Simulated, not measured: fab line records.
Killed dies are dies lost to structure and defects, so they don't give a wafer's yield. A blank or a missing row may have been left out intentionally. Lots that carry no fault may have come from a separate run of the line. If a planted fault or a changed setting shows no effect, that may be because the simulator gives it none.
Commonality check across tools ; flow gf180mcu ; Sample size 15 lots and 45 wafers

== WHY IT WAS OPENED ==
At GF_NWELL_TW_MEAS_11 the reading NWELL_TW is flagged on 3 of 15 lots. No-fault wafers: 1580, standard deviation 17.
Rule: a lot gets a flag if all its wafers with a number sit over 4 standard deviations from that mean, or if no wafer of it has a number. The other lots count as sound.

lot;measured;on;NWELL_TW, wafer by wafer;flag
L609;day 3 10:02;filmMetro-04;1567 1563 1574;
L611;day 3 17:25;filmMetro-04;1566 1568 1567;
L612;day 3 23:59;filmMetro-04;1572 1573 1571;
L614;day 4 10:30;filmMetro-02;1613 1605 1606;
L617;day 5 02:39;filmMetro-02;1882 1883 1873;FLAGGED
L618;day 5 09:10;filmMetro-03;1825 1834 1841;FLAGGED
L619;day 5 12:58;filmMetro-02;1886 1879 1885;FLAGGED
L623;day 6 13:35;filmMetro-04;1571 1571 1578;
L624;day 6 19:10;filmMetro-03;1561 1562 1568;
L626;day 7 05:10;filmMetro-02;1601 1604 1601;
L627;day 7 09:59;filmMetro-04;1577 1581 1586;
L628;day 7 17:13;filmMetro-04;1586 1584 1587;
L630;day 8 03:34;filmMetro-03;1567 1571 1569;
L631;day 8 08:49;filmMetro-02;1605 1607 1604;
L632;day 8 14:27;filmMetro-04;1567 1567 1570;
The mean of the flagged lots' numbers is 1865, +285 from the usual (+17 standard deviations).

== LOT BY LOT: THE TOOL USED ==
The record keeps 1 process step preceding the reading, out of 602 steps on the route. Every cell lists first the tool, next ch and the chambers used by the sampled wafers, and last the start.
lot;flag;GF_DNWELL_COAT_02
L609;;lithoTrack-02 ch 0, day 2 14:19
L611;;lithoTrack-03 ch 0, day 2 21:02
L612;;lithoTrack-02 ch 0, day 3 03:37
L614;;lithoTrack-03 ch 0, day 3 14:08
L617;FLAGGED;lithoTrack-03, day 4 05:11
L618;FLAGGED;lithoTrack-02, day 4 11:49
L619;FLAGGED;lithoTrack-04, day 4 15:06
L623;;lithoTrack-03 ch 0, day 5 14:53
L624;;lithoTrack-03 ch 0, day 5 19:47
L626;;lithoTrack-02 ch 0, day 6 04:24
L627;;lithoTrack-02 ch 0, day 6 10:06
L628;;lithoTrack-02 ch 0, day 6 16:53
L630;;lithoTrack-02 ch 0, day 7 03:15
L631;;lithoTrack-04 ch 0, day 7 07:56
L632;;lithoTrack-03 ch 0, day 7 12:43
What these steps do:
- GF_DNWELL_COAT_02: resist thk 3000 nm.
- GF_NWELL_TW_MEAS_11

== FLAGGED OVER TOTAL, TOOL BY TOOL (the gauges that took the reading come last) ==
step;tool;lots run;flagged;share of the flagged lots;sound lots run after its first flagged lot
GF_DNWELL_COAT_02;lithoTrack-02;7;1;some;4 (L626,L627,L628,L630)
GF_DNWELL_COAT_02;lithoTrack-03;6;1;some;3 (L623,L624,L632)
GF_DNWELL_COAT_02;lithoTrack-04;2;1;some;1 (L631)
GF_NWELL_TW_MEAS_11;filmMetro-02;5;2;some;2 (L626,L631)
GF_NWELL_TW_MEAS_11;filmMetro-03;3;1;some;2 (L624,L630)
GF_NWELL_TW_MEAS_11;filmMetro-04;7;0;none;-

== WHAT THE TABLE ALLOWS ==
No row of the table ran every flagged lot.

== WHAT THE SIMULATOR PUT IN ==
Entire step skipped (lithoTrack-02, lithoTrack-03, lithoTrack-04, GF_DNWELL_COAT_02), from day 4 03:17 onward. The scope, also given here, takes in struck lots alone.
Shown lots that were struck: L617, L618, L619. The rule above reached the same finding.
